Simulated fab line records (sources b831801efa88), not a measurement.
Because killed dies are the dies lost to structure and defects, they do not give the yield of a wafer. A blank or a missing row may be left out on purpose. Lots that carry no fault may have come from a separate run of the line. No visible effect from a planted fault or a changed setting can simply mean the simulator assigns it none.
fab line records -- flow sfqLine
record: lots: 7, wafers: 21, lastDay: 82
route steps=325 shown JJ@181 M5@198
lots untouched by any fault: they come from a run of this same line in which no faults occurred
startH: start of the lot's first displayed wafer, in hours after the record's first day -- waitH: how many hours have passed since the lot's step before this one -- " unchanged from the row above -- L1.1+2: a single row standing in for several wafers -- - no value, or no start was given -- * or withheld: withheld -- < > ~ a bound
route shown NAME@n: NAME is a module with steps in the file, n the number in the route of the first one -- usual: mean/standard deviation of fault-free wafers -- same: alike in all rows -- chamber/n: place in a boat -- sites: each site's reading -- _std_site: how widely they spread, as a standard deviation -- _edge_site: outer sites' mean less inner sites' -- radiusMm: how far each site lies from the wafer's centre -- mask NAME#n: copy n -- behind: the last tool/chamber to shape the wafer -- hold: what put the lot on hold/how long, in hours/how the hold closed -- device: the n, p or np transistor that did not switch -- end of line: tests run on the same wafers once the route is complete -- a step with no rows: only its recipe -- killed: at the first sort, the dies lost to defects and structure; wafer yield is something else -- map: per-die view of a wafer (x killed, . not killed, _ where there is no die)
set.NAME: the setting as run; set.NAME@STEP: as run at that earlier step -- model.NAME: the simulator's own value behind a step, which no gauge read
lots at some steps of the route; a table a step, a row a wafer
services: from which hour (startH, from the record's first day; less than 0 if before it) a tool's chamber was out of use, for how many hours, and why
== steps ==
step: SFQ_TRILAYER_JJ_TRILAYER_DEP_AL_OXIDATION_111
recipe: pressureMbar: 0.014667, oxidationTimeS: 600, temperatureK: 293
step: SFQ_TRILAYER_JJ_TRILAYER_DEP_SPUTTER_112
recipe: material: Nb, basePressurePa: 1.33e-06, chamberPressurePa: 0.1333, substrateTempC: 20, targetThkNm: 170, powerW: 2000, timeS: 113.3
usual: cathodeDcPowerW: 2000.0/0.37, throttleValvePct: 29.7/0.92
lot.wafer,tool,chamber,startH,waitH,cathodeDcPowerW,throttleValvePct
L476.1,pvdSputter-06,-,1096.17,0.5,2000.2,29.2
L476.3,pvdSputter-06,-,1096.17,0.5,2000.0,30.0
L476.4,pvdSputter-06,-,1096.17,0.5,1999.3,29.4
L483.2,pvdSputter-04,-,1224.77,0.5,2000.0,30.0
L483.3,pvdSputter-04,-,1224.77,0.5,1999.5,29.4
L483.4,pvdSputter-04,-,1224.77,0.5,1999.7,29.0
L484.2,pvdSputter-04,-,1236.77,0.5,2000.2,30.1
L484.3,pvdSputter-04,-,1236.77,0.5,2000.2,28.5
L484.5,pvdSputter-04,-,1236.77,0.5,2000.2,28.8
L485.1,pvdSputter-04,-,1246.79,0.5,1999.8,30.3
L485.2,pvdSputter-04,-,1246.79,0.5,2000.1,30.1
L485.3,pvdSputter-04,-,1246.79,0.5,1999.0,29.1
L488.2,pvdSputter-06,-,1262.97,0.5,2000.5,29.2
L488.4,pvdSputter-06,-,1262.97,0.5,2000.1,29.3
L488.5,pvdSputter-06,-,1262.97,0.5,2001.0,29.3
L494.1,pvdSputter-04,-,1302.15,0.5,2000.2,29.8
L494.2,pvdSputter-04,-,1302.15,0.5,1999.4,30.6
L494.3,pvdSputter-04,-,1302.15,0.5,2000.5,28.7
L495.2,pvdSputter-04,-,1309.17,0.5,2001.0,28.9
L495.4,pvdSputter-04,-,1309.17,0.5,1999.9,29.9
L495.5,pvdSputter-04,-,1309.17,0.5,1999.9,29.9
step: SFQ_JJ_RS_MEAS_929
recipe: thkMeasGauge: four-point-probe, reads: Nb_of_TRILAYER_JJ_TRILAYER_DEP_SPUTTER_112
usual: JJ_NB_RS: 1.051/0.0085
lot.wafer,tool,chamber,startH,waitH,JJ_NB_RS[ohm/sq]
L476.1,filmMetro-03,-,1096.25,0.0,1.059
L476.3,filmMetro-03,-,1096.25,0.0,1.060
L476.4,filmMetro-03,-,1096.25,0.0,1.058
L483.2,filmMetro-03,-,1224.87,0.1,1.061
L483.3,filmMetro-03,-,1224.87,0.1,1.058
L483.4,filmMetro-03,-,1224.87,0.1,1.063
L484.2,filmMetro-04,-,1236.87,0.1,1.042
L484.3,filmMetro-04,-,1236.87,0.1,1.045
L484.5,filmMetro-04,-,1236.87,0.1,1.039
L485.1,filmMetro-04,-,1246.87,0.0,1.052
L485.2,filmMetro-04,-,1246.87,0.0,1.062
L485.3,filmMetro-04,-,1246.87,0.0,1.058
L488.2,filmMetro-03,-,1263.07,0.1,1.039
L488.4,filmMetro-03,-,1263.07,0.1,1.040
L488.5,filmMetro-03,-,1263.07,0.1,1.035
L494.1,filmMetro-03,-,1302.23,0.0,1.045
L494.2,filmMetro-03,-,1302.23,0.0,1.043
L494.3,filmMetro-03,-,1302.23,0.0,1.036
L495.2,filmMetro-03,-,1309.27,0.1,1.040
L495.4,filmMetro-03,-,1309.27,0.1,1.053
L495.5,filmMetro-03,-,1309.27,0.1,1.051
step: SFQ_TRILAYER_JJ_CE_LITHO_COAT_119
recipe: resist: BARC, spinRpm: 3000, resistThkNm: 62
step: SFQ_TRILAYER_JJ_CE_LITHO_COAT_114
recipe: resist: KrF, spinRpm: 3000, resistThkNm: 600
step: SFQ_TRILAYER_JJ_CE_LITHO_SOFTBAKE_118
recipe: tempC: withheld, timeS: withheld, resist: KrF
step: SFQ_TRILAYER_JJ_CE_LITHO_EXPOSE_115
recipe: maskId: J5, na: 0.6, sourceShape: conventional, sigmaOuter: 0.65, targetCdNm: 700, doseMj: 14.4
step: SFQ_TRILAYER_JJ_CE_LITHO_PEB_117
recipe: pebTempC: 115, pebTimeS: 60, resist: KrF
step: SFQ_TRILAYER_JJ_CE_LITHO_DEVELOP_116
recipe: timeS: 60, resist: KrF
step: SFQ_JJ_OVL_MEAS_931
usual: J5_OVL: 1/5.9
lot.wafer,tool,chamber,startH,waitH,J5_OVL[nm]
L476.1,overlay-02,-,1237.08,0.1,-3
L476.3,overlay-02,-,1237.08,0.1,-5
L476.4,overlay-02,-,1237.08,0.1,7
L483.2,overlay-02,-,1342.85,0.1,3
L483.3,overlay-02,-,1342.85,0.1,1
L483.4,overlay-02,-,1342.85,0.1,2
L484.2,overlay-01,-,1356.93,0.1,10
L484.3,overlay-01,-,1356.93,0.1,8
L484.5,overlay-01,-,1356.93,0.1,7
L485.1,overlay-01,-,1367.72,0.1,5
L485.2,overlay-01,-,1367.72,0.1,3
L485.3,overlay-01,-,1367.72,0.1,-2
L488.2,overlay-02,-,1380.93,0.1,-9
L488.4,overlay-02,-,1380.93,0.1,-7
L488.5,overlay-02,-,1380.93,0.1,-5
L494.1,overlay-01,-,1408.52,0.1,-3
L494.2,overlay-01,-,1408.52,0.1,4
L494.3,overlay-01,-,1408.52,0.1,8
L495.2,overlay-02,-,1418.13,0.1,-6
L495.4,overlay-02,-,1418.13,0.1,-1
L495.5,overlay-02,-,1418.13,0.1,-8
step: SFQ_TRILAYER_JJ_CE_METRO_MEASURE_117
usual: cdNm: 700.0/1.4
lot.wafer,tool,chamber,startH,waitH,cdNm
L476.1,cdSem-02,-,1237.12,0.0,700.4
L476.3,cdSem-02,-,1237.12,0.0,701.5
L476.4,cdSem-02,-,1237.12,0.0,701.5
L483.2,cdSem-01,-,1343.08,0.2,701.3
L483.3,cdSem-01,-,1343.08,0.2,698.9
L483.4,cdSem-01,-,1343.08,0.2,701.1
L484.2,cdSem-02,-,1357.16,0.2,699.8
L484.3,cdSem-02,-,1357.16,0.2,700.8
L484.5,cdSem-02,-,1357.16,0.2,700.4
L485.1,cdSem-01,-,1367.76,0.0,699.7
L485.2,cdSem-01,-,1367.76,0.0,699.2
L485.3,cdSem-01,-,1367.76,0.0,699.6
L488.2,cdSem-02,-,1381.16,0.2,701.0
L488.4,cdSem-02,-,1381.16,0.2,700.5
L488.5,cdSem-02,-,1381.16,0.2,701.0
L494.1,cdSem-01,-,1408.56,0.0,699.7
L494.2,cdSem-01,-,1408.56,0.0,700.4
L494.3,cdSem-01,-,1408.56,0.0,698.0
L495.2,cdSem-02,-,1418.36,0.2,701.7
L495.4,cdSem-02,-,1418.36,0.2,700.8
L495.5,cdSem-02,-,1418.36,0.2,699.9
step: SFQ_TRILAYER_JJ_CE_BARC_OPEN_RIE_150
recipe: maskMaterial: PR, chemistry: O2, targetDepthNm: 240, target: BARC, icpW: 600, biasW: 80, pressureMtorr: 10, timeS: 80
usual: biasW: 80.05/0.27, chamberPressureMTorr: 10.001/0.0084, drypumpMotorCurrentA: 5.7/0.48, oesProductAu: 0.538/0.0047
lot.wafer,tool,chamber,startH,waitH,biasW,chamberPressureMTorr,drypumpMotorCurrentA,oesProductAu,rfHoursCounterH
L476.1,rieMetal-03,0,1238.32,1.0,79.90,10.008,6.0,0.541,13
L476.3,rieMetal-03,0,1238.32,1.0,80.10,10.002,5.9,0.544,-
L476.4,rieMetal-03,0,1238.32,1.0,79.94,9.993,6.0,0.530,-
L483.2,rieMetal-02,0,1344.08,0.8,-,-,-,-,-
L483.3,rieMetal-02,1,1344.08,0.8,-,-,-,-,-
L483.4,rieMetal-02,0,1344.08,0.8,-,-,-,-,-
L484.2,rieMetal-03,1,1358.16,0.8,-,-,-,-,-
L484.3,rieMetal-03,1,1358.16,0.8,-,-,-,-,-
L484.5,rieMetal-03,0,1358.16,0.8,-,-,-,-,-
L485.1,rieMetal-01,1,1368.96,1.0,-,-,-,-,-
L485.2,rieMetal-01,0,1368.96,1.0,-,-,-,-,-
L485.3,rieMetal-01,0,1368.96,1.0,-,-,-,-,-
L488.2,rieMetal-02,1,1382.19,0.8,80.02,9.989,6.0,0.537,-
L488.4,rieMetal-02,1,1382.19,0.8,79.87,9.993,6.0,0.550,-
L488.5,rieMetal-02,1,1382.19,0.8,80.21,10.004,6.0,0.541,-
L494.1,rieMetal-03,0,1409.76,1.0,80.61,10.009,6.0,0.543,42
L494.2,rieMetal-03,1,1409.76,1.0,80.21,10.006,5.0,0.546,119
L494.3,rieMetal-03,0,1409.76,1.0,80.14,9.991,6.0,0.542,-
L495.2,rieMetal-03,1,1419.36,0.8,79.80,10.001,5.0,0.538,120
L495.4,rieMetal-03,0,1419.36,0.8,80.40,10.008,6.0,0.541,-
L495.5,rieMetal-03,0,1419.36,0.8,80.27,10.001,5.9,0.541,-
step: SFQ_TRILAYER_JJ_CE_ETCH_RIE_118
recipe: target: Nb, stopOn: Al2O3, maskMaterial: PR, taperDeg: 13.257, overEtchFrac: 0.15, timeS: 97.7, chemistry: SF6, targetDepthNm: 170, icpW: 600, biasW: 80, pressureMtorr: 10
usual: biasW: 80.02/0.23, chamberPressureMTorr: 10.000/0.011, drypumpMotorCurrentA: 5.7/0.48, oesProductAu: 0.986/0.0067
lot.wafer,tool,chamber,startH,waitH,biasW,chamberPressureMTorr,drypumpMotorCurrentA,oesProductAu,rfHoursCounterH
L476.1,rieMetal-03,0,1238.50,0.2,79.89,9.992,6.0,0.987,13
L476.3,rieMetal-03,0,1238.50,0.2,80.25,10.005,6.0,0.977,-
L476.4,rieMetal-03,0,1238.50,0.2,79.95,9.990,5.9,0.981,-
L483.2,rieMetal-02,0,1344.17,0.1,80.37,10.007,6.6,0.375,105
L483.3,rieMetal-02,1,1344.17,0.1,80.19,10.019,5.9,0.365,-
L483.4,rieMetal-02,0,1344.17,0.1,80.13,10.004,6.6,0.375,-
L484.2,rieMetal-03,1,1358.25,0.1,79.65,9.979,5.0,0.362,110
L484.3,rieMetal-03,1,1358.25,0.1,80.12,10.023,5.0,0.383,-
L484.5,rieMetal-03,0,1358.25,0.1,80.23,10.020,6.0,0.373,-
L485.1,rieMetal-01,1,1369.05,0.1,79.57,9.992,5.7,0.372,44
L485.2,rieMetal-01,0,1369.05,0.1,79.97,10.000,5.3,0.371,72
L485.3,rieMetal-01,0,1369.05,0.1,79.97,10.008,5.3,0.383,-
L488.2,rieMetal-02,1,1382.38,0.2,80.01,9.993,5.9,0.986,-
L488.4,rieMetal-02,1,1382.38,0.2,80.13,9.991,5.9,0.980,-
L488.5,rieMetal-02,1,1382.38,0.2,80.11,9.999,5.9,0.993,-
L494.1,rieMetal-03,0,1409.85,0.1,80.06,10.015,6.0,0.986,42
L494.2,rieMetal-03,1,1409.85,0.1,79.69,10.001,5.0,0.998,119
L494.3,rieMetal-03,0,1409.85,0.1,79.76,9.997,5.9,0.996,-
L495.2,rieMetal-03,1,1419.45,0.1,80.26,10.007,5.0,0.983,120
L495.4,rieMetal-03,0,1419.45,0.1,80.49,9.993,5.9,0.991,-
L495.5,rieMetal-03,0,1419.45,0.1,80.25,10.002,5.9,0.983,-
step: SFQ_TRILAYER_JJ_ANODIZE_ANODIZE_119
recipe: currentDensityMaCm2: withheld, endCurrentDensityMaCm2: withheld, bathTempC: withheld
step: SFQ_TRILAYER_JJ_CE_STRIP_STRIP_120
recipe: gas: O2, powerW: 200, platenTempC: 40, overashFraction: 0.65, chemistry: O2, pressureMtorr: 50
usual: chamberPressureMTorr: 50.01/0.043, drypumpMotorCurrentA: 5.9/0.49, oesProductAu: 0.993/0.007
lot.wafer,tool,chamber,startH,waitH,chamberPressureMTorr,drypumpMotorCurrentA,oesProductAu,rfHoursCounterH
L476.1,rieMetal-02,0,1239.22,0.0,49.96,6.6,0.981,89
L476.3,rieMetal-02,0,1239.22,0.0,50.07,6.6,0.984,-
L476.4,rieMetal-02,1,1239.22,0.0,49.98,5.9,0.982,-
L483.2,rieMetal-03,1,1344.83,0.0,50.03,5.0,0.988,108
L483.3,rieMetal-03,0,1344.83,0.0,49.94,6.0,0.993,-
L483.4,rieMetal-03,1,1344.83,0.0,49.98,5.0,0.987,-
L484.2,rieMetal-03,0,1358.86,0.0,50.03,6.0,1.001,33
L484.3,rieMetal-03,1,1358.86,0.0,50.02,5.0,0.998,-
L484.5,rieMetal-03,0,1358.86,0.0,50.06,5.9,1.000,-
L485.1,rieMetal-02,1,1370.16,0.0,49.96,5.9,0.994,24
L485.2,rieMetal-02,0,1370.16,0.0,50.06,6.6,0.989,109
L485.3,rieMetal-02,0,1370.16,0.0,50.07,6.7,0.984,-
L488.2,rieMetal-02,1,1383.30,0.2,49.98,5.9,0.980,-
L488.4,rieMetal-02,1,1383.30,0.2,49.97,5.9,0.998,-
L488.5,rieMetal-02,1,1383.30,0.2,49.97,5.9,0.987,-
L494.1,rieMetal-02,1,1410.96,0.0,50.02,5.9,0.990,33
L494.2,rieMetal-02,0,1410.96,0.0,50.01,6.6,0.974,112
L494.3,rieMetal-02,0,1410.96,0.0,50.03,6.6,0.979,-
L495.2,rieMetal-03,0,1420.06,0.0,50.00,5.9,1.000,43
L495.4,rieMetal-03,0,1420.06,0.0,50.02,5.9,1.011,-
L495.5,rieMetal-03,0,1420.06,0.0,49.98,5.9,1.004,-
step: SFQ_TRILAYER_JJ_CE_STRIP_SOLV_CLEAN_121
recipe: chemistry: NMP, tempC: 70, timeS: 600
step: SFQ_TRILAYER_M5_LITHO_COAT_128
recipe: resist: BARC, spinRpm: 3000, resistThkNm: 62
step: SFQ_TRILAYER_M5_LITHO_COAT_123
recipe: resist: KrF, spinRpm: 3000, resistThkNm: 600
step: SFQ_TRILAYER_M5_LITHO_SOFTBAKE_127
recipe: tempC: withheld, timeS: withheld, resist: KrF
step: SFQ_TRILAYER_M5_LITHO_EXPOSE_124
recipe: maskId: M5, na: 0.6, sourceShape: conventional, sigmaOuter: 0.65, targetCdNm: 700, doseMj: 14.4
usual: exposureDoseMJCm2: 14.402/0.015, focusOffsetNm: -0.1/0.53
lot.wafer,tool,chamber,startH,waitH,mask,exposureDoseMJCm2,focusOffsetNm
L476.1,krfScanner-01,0,1357.82,-,M5#0,14.439,0.1
L476.3,krfScanner-01,0,1357.82,-,M5#0,14.405,0.6
L476.4,krfScanner-01,0,1357.82,-,M5#0,14.397,0.5
L483.2,krfScanner-02,-,1463.75,-,M5#0,-,-
L483.3,krfScanner-02,-,1463.75,-,M5#0,-,-
L483.4,krfScanner-02,-,1463.75,-,M5#0,-,-
L484.2,krfScanner-02,-,1467.35,-,M5#0,-,-
L484.3,krfScanner-02,-,1467.35,-,M5#0,-,-
L484.5,krfScanner-02,-,1467.35,-,M5#0,-,-
L485.1,krfScanner-02,-,1476.75,-,M5#0,-,-
L485.2,krfScanner-02,-,1476.75,-,M5#0,-,-
L485.3,krfScanner-02,-,1476.75,-,M5#0,-,-
L488.2,krfScanner-01,0,1491.47,-,M5#0,14.419,0.1
L488.4,krfScanner-01,0,1491.47,-,M5#0,14.395,-0.5
L488.5,krfScanner-01,0,1491.47,-,M5#0,14.409,0.3
L494.1,krfScanner-02,0,1523.60,-,M5#0,14.383,0.3
L494.2,krfScanner-02,0,1523.60,-,M5#0,14.386,-0.5
L494.3,krfScanner-02,0,1523.60,-,M5#0,14.392,0.8
L495.2,krfScanner-02,0,1529.80,-,M5#0,14.414,-0.3
L495.4,krfScanner-02,0,1529.80,-,M5#0,14.413,-1.1
L495.5,krfScanner-02,0,1529.80,-,M5#0,14.387,-0.6
step: SFQ_TRILAYER_M5_LITHO_PEB_126
recipe: pebTempC: 115, pebTimeS: 60, resist: KrF
== services ==
tool,chamber,startH,hours,kind
pvdSputter-04,-,1072.87,6.5,repair
krfScanner-02,-,1079.54,1.3,pm
krfScanner-02,-,1105.08,0.4,repair
krfScanner-02,-,1117.75,0.8,pm
krfScanner-02,-,1132.68,4.3,repair
rieMetal-02,-,1145.18,0.5,repair
krfScanner-02,-,1146.14,0.6,repair
rieMetal-02,-,1173.26,2.8,pm
krfScanner-02,-,1176.53,1.0,pm
rieMetal-03,1,1234.78,5.5,repair
krfScanner-02,-,1240.38,4.0,pm
krfScanner-02,-,1254.79,1.3,pm
krfScanner-02,-,1264.46,0.5,repair
krfScanner-02,-,1265.21,0.5,repair
krfScanner-02,-,1286.60,0.8,pm
rieMetal-03,1,1290.82,12.4,repair
krfScanner-02,-,1290.99,0.3,repair
rieMetal-02,-,1321.17,1.4,pm
krfScanner-02,-,1346.15,1.0,pm
rieMetal-02,0,1378.67,22.1,repair
pvdSputter-04,-,1428.72,2.2,repair
krfScanner-02,-,1431.15,1.3,pm
krfScanner-02,-,1455.35,0.8,pm
rieMetal-02,1,1505.48,28.5,repair
== key ==
firstSign: step: SFQ_TRILAYER_JJ_CE_BARC_OPEN_RIE_150, reading: toolRecord, direction: missing
effect: step: SFQ_TRILAYER_JJ_CE_ETCH_RIE_118, reading: oesProductAu, direction: down, sigmas: 91, usual: 0.986, struck: 0.373
effect: step: SFQ_TRILAYER_M5_LITHO_EXPOSE_124, reading: toolRecord, direction: missing
metAt SFQ_TRILAYER_JJ_CE_BARC_OPEN_RIE_150
struckWafers L483.2,L483.3,L483.4,L484.2,L484.3,L484.5,L485.1,L485.2,L485.3
onsetBetween 1238.32 1344.08
fault: kind: skippedStepWhole, tool: rieMetal-01,rieMetal-02,rieMetal-03, chamber: -, onsetH: 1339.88, steps: SFQ_TRILAYER_JJ_CE_BARC_OPEN_RIE_150, scope: struckLotsOnly
